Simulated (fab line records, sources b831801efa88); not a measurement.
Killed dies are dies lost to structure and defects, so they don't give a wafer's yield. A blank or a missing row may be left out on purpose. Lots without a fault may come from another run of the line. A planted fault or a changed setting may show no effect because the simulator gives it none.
Which tool did it? | flow gf180mcu | 13 lots, 39 wafers sampled, at 5 steps of a route of 602

WHAT THE GAUGES READ, wafer by wafer
GF_MIM_THK_MEAS_06. Usual: MIM_CVD_05_THK 42.3 nm, standard deviation 0.5.
lot  | measured     | on            | MIM_CVD_05_THK (nm) | flag
L759 | day 25 02:27 | film_metro-02 | 41.8 41.5 42.5      |
L760 | day 25 16:29 | film_metro-03 | 41.8 42.3 43.1      |
L762 | day 26 06:02 | film_metro-03 | 42.1 42.3 42.1      |
L765 | day 27 08:17 | film_metro-02 | 42.7 42.3 42.5      |
L766 | day 27 10:51 | film_metro-01 | 41.4 42.7 42.7      |
L768 | day 28 04:17 | film_metro-02 | 42.0 42.6 42.5      |
L772 | day 29 14:29 | film_metro-03 | 42.4 41.8 42.3      |
L773 | day 29 15:32 | film_metro-02 | 42.4 42.1 42.6      |
L775 | day 30 06:39 | film_metro-03 | 41.6 42.3 42.1      |
L777 | day 30 15:43 | film_metro-03 | 42.2 42.5 42.6      |
L778 | day 31 00:14 | film_metro-01 | 42.0 42.9 42.4      |
L779 | day 31 06:11 | film_metro-02 | 42.5 42.6 42.5      |
L780 | day 31 09:27 | film_metro-01 | 41.4 41.6 42.3      |

GF_M5_CD_MEAS_07: target cd 280 nm. Usual: cd_nm 280.0 nm, standard deviation 1.3.
lot  | measured     | on        | cd_nm (nm)        | flag
L759 | day 26 21:07 | cd_sem-02 | 281.7 281.8 281.1 |
L760 | day 27 16:05 | cd_sem-01 | 280.7 279.6 279.2 |
L762 | day 27 22:27 | cd_sem-02 | 280.7 279.7 279.9 |
L765 | day 29 00:11 | cd_sem-01 | 280.2 280.9 279.8 |
L766 | day 29 02:38 | cd_sem-02 | 280.9 280.5 281.6 |
L768 | day 29 18:33 | cd_sem-01 | 281.1 281.1 280.6 |
L772 | day 31 03:16 | cd_sem-01 | 279.5 280.4 279.6 |
L773 | day 31 04:58 | cd_sem-02 | 281.7 281.7 282.3 |
L775 | day 31 18:25 | cd_sem-01 | 276.0 277.0 276.9 |
L777 | day 32 03:47 | cd_sem-02 | 280.4 280.9 279.6 |
L778 | day 32 10:04 | cd_sem-02 | 279.4 277.5 279.2 |
L779 | day 32 16:22 | cd_sem-01 | 281.0 280.5 280.9 |
L780 | day 32 19:09 | cd_sem-01 | 281.3 281.5 280.1 |

GF_V5_THK_MEAS_03. Usual: V5_CVD_02_THK 1452 nm, standard deviation 17.
lot  | measured     | on            | V5_CVD_02_THK (nm) | flag
L759 | day 26 22:10 | film_metro-02 | 1430 1428 1450     |
L760 | day 27 17:36 | film_metro-01 | 1441 1439 1481     |
L762 | day 27 23:30 | film_metro-02 | 1452 1449 1450     |
L765 | day 29 01:14 | film_metro-04 | 1455 1256 1489     | OFF
L766 | day 29 03:47 | film_metro-02 | 1443 1458 1469     |
L768 | day 29 19:36 | film_metro-04 | 1433 1242 1458     | OFF
L772 | day 31 04:21 | film_metro-01 | 1448 1439 1463     |
L773 | day 31 06:02 | film_metro-04 | 1428 1451 1452     |
L775 | day 31 19:28 | film_metro-01 | 1437 1474 1457     |
L777 | day 32 04:49 | film_metro-01 | 1466 1446 1450     |
L778 | day 32 11:08 | film_metro-04 | 1450 1456 1474     |
L779 | day 32 17:25 | film_metro-04 | 1429 1445 1453     |
L780 | day 32 20:20 | film_metro-04 | 1413 1438 1466     |

WHICH TOOL RAN EACH LOT (tool, then ch and the chambers of the sampled wafers, then the start)
lot  | GF_MIM_SPUTTER_09            | GF_V5_CVD_02
L759 | pvd_sputter-04, day 25 02:34 | pecvd-03 ch 0,1, day 26 22:04
L760 | pvd_sputter-03, day 25 16:36 | pecvd-03 ch 0,1,2, day 27 17:29
L762 | pvd_sputter-04, day 26 06:10 | pecvd-01 ch 0,1,2, day 27 23:24
L765 | pvd_sputter-04, day 27 08:24 | pecvd-01 ch 0,1,2, day 29 01:07
L766 | pvd_sputter-03, day 27 10:58 | pecvd-03 ch 1,2, day 29 03:40
L768 | pvd_sputter-04, day 28 04:25 | pecvd-01 ch 1,2, day 29 19:30
L772 | pvd_sputter-04, day 29 14:37 | pecvd-03 ch 0,1, day 31 04:15
L773 | pvd_sputter-04, day 29 15:40 | pecvd-04 ch 0,1,2, day 31 05:56
L775 | pvd_sputter-04, day 30 06:46 | pecvd-03 ch 1,2, day 31 19:21
L777 | pvd_sputter-04, day 30 15:49 | pecvd-01 ch 0,1,2, day 32 04:44
L778 | pvd_sputter-04, day 31 00:21 | pecvd-03 ch 1,2, day 32 11:02
L779 | pvd_sputter-03, day 31 06:17 | pecvd-04 ch 0,1,2, day 32 17:20
L780 | pvd_sputter-03, day 31 09:35 | pecvd-03 ch 0,2, day 32 20:13
- GF_MIM_SPUTTER_09: material TiN, target thk 35 nm, time 29.2 s.
- GF_V5_CVD_02: deposits SiO2 from TEOS, target thk 1450 nm, time 163.28 s.

WHAT THE TOOLS THEMSELVES READ (means of the sampled wafers that have a number; where no wafer has one, the mark that the record gives instead)
GF_MIM_SPUTTER_09. Usual: throttle_valve_pct 30.0 %, standard deviation 0.74.
lot  | tool           | throttle_valve_pct (%) | flag
L759 | pvd_sputter-04 | 30.6                   |
L760 | pvd_sputter-03 | 29.9                   |
L762 | pvd_sputter-04 | 30.2                   |
L765 | pvd_sputter-04 | 30.3                   |
L766 | pvd_sputter-03 | 29.9                   |
L768 | pvd_sputter-04 | 30.4                   |
L772 | pvd_sputter-04 | 29.9                   |
L773 | pvd_sputter-04 | 31.0                   |
L775 | pvd_sputter-04 | 30.5                   |
L777 | pvd_sputter-04 | 30.3                   |
L778 | pvd_sputter-04 | 30.4                   |
L779 | pvd_sputter-03 | 29.7                   |
L780 | pvd_sputter-03 | 29.7                   |

GF_V5_CVD_02. Usual: heater_power_w 648 W, standard deviation 130; rf_fwd_power_W 597.5 W, standard deviation 1.9.
lot  | tool     | heater_power_w (W) | rf_fwd_power_W (W) | flag
L759 | pecvd-03 | 675                | 597.6              |
L760 | pecvd-03 | 641                | 597.3              |
L762 | pecvd-01 | 694                | 597.6              |
L765 | pecvd-01 | 708                | 518.0              | OFF
L766 | pecvd-03 | 469                | 600.0              |
L768 | pecvd-01 | 704                | 517.8              | OFF
L772 | pecvd-03 | 623                | 596.5              |
L773 | pecvd-04 | 574                | 595.8              |
L775 | pecvd-03 | 495                | 597.6              |
L777 | pecvd-01 | 671                | 598.9              |
L778 | pecvd-03 | 531                | 596.2              |
L779 | pecvd-04 | 635                | 595.4              |
L780 | pecvd-03 | 580                | 599.0              |

THE ANSWER, worked out from the rows above alone
Rule: a lot is off if the mean of its wafers that have a number lies more than 3 standard deviations from the usual mean. A lot without any number at a reading at which 4 lots or more have one is off too. The other lots that the step has rows for count as sound. The gauges are gone through in route order, then the tools' own readings, and for those a lot's mean is taken as printed above. The first step at which some lot is off is used, and at that step the reading that is off furthest; a lot without a number counts as furthest.
Off: L765, L768, at GF_V5_THK_MEAS_03 (V5_CVD_02_THK).
A tool fits if, at a process step before that reading, it ran every lot that is off, and no sound lot after the first of them. The gauges at GF_V5_THK_MEAS_03 aren't tried: what is off there is off at GF_V5_CVD_02 too, on other tools, and a gauge's error can't cause that. None of those tried fits.

WHAT THE SIMULATOR HAD PUT IN
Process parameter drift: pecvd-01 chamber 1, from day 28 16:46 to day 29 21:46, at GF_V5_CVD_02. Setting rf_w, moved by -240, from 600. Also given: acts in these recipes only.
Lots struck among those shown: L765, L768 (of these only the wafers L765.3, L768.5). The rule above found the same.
